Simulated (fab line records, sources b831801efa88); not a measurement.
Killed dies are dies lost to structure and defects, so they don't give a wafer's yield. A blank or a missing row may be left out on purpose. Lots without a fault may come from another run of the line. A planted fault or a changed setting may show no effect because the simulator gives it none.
Which tool did it? | flow sky130 | 6 lots, 18 wafers sampled, at 1 step of a route of 708

WHAT THE GAUGES READ, wafer by wafer
SKY_SONOS_TUNNEL_TW_MEAS_12.
lot  | measured     | on            | SONOS_TUNNEL_TW
L179 | day 11 16:42 | film_metro-03 | 197.2 197.8 197.4
L184 | day 13 04:06 | film_metro-02 | 201.1 200.1 202.1
L186 | day 14 09:52 | film_metro-02 | 199.9 198.9 200.1
L187 | day 14 19:53 | film_metro-01 | 195.6 195.5 196.5
L195 | day 16 20:56 | film_metro-03 | 198.5 198.1 197.8
L197 | day 18 06:29 | film_metro-02 | 199.4 200.2 200.2

WHICH TOOL RAN EACH LOT (tool, then ch and the chambers of the sampled wafers, then the start)
The record holds no process step before these readings.

THE ANSWER, worked out from the rows above alone
Rule: what is usual is taken from the lots themselves. Put in order of their means at a reading, lots are off if they are a third of the lots or fewer, leave a main group of 4 or more, and stand apart from it by a gap of 3 or more times the standard deviation of the main group's means; of several such gaps the widest counts. A main group whose means are all the same, to the digits that the tables above print for the reading, isn't used. A lot without any number at a reading at which 4 lots or more have one is off too. The other lots that the step has rows for count as sound.
No lot is off at any reading shown: from this, nothing can be told.

WHAT THE SIMULATOR HAD PUT IN
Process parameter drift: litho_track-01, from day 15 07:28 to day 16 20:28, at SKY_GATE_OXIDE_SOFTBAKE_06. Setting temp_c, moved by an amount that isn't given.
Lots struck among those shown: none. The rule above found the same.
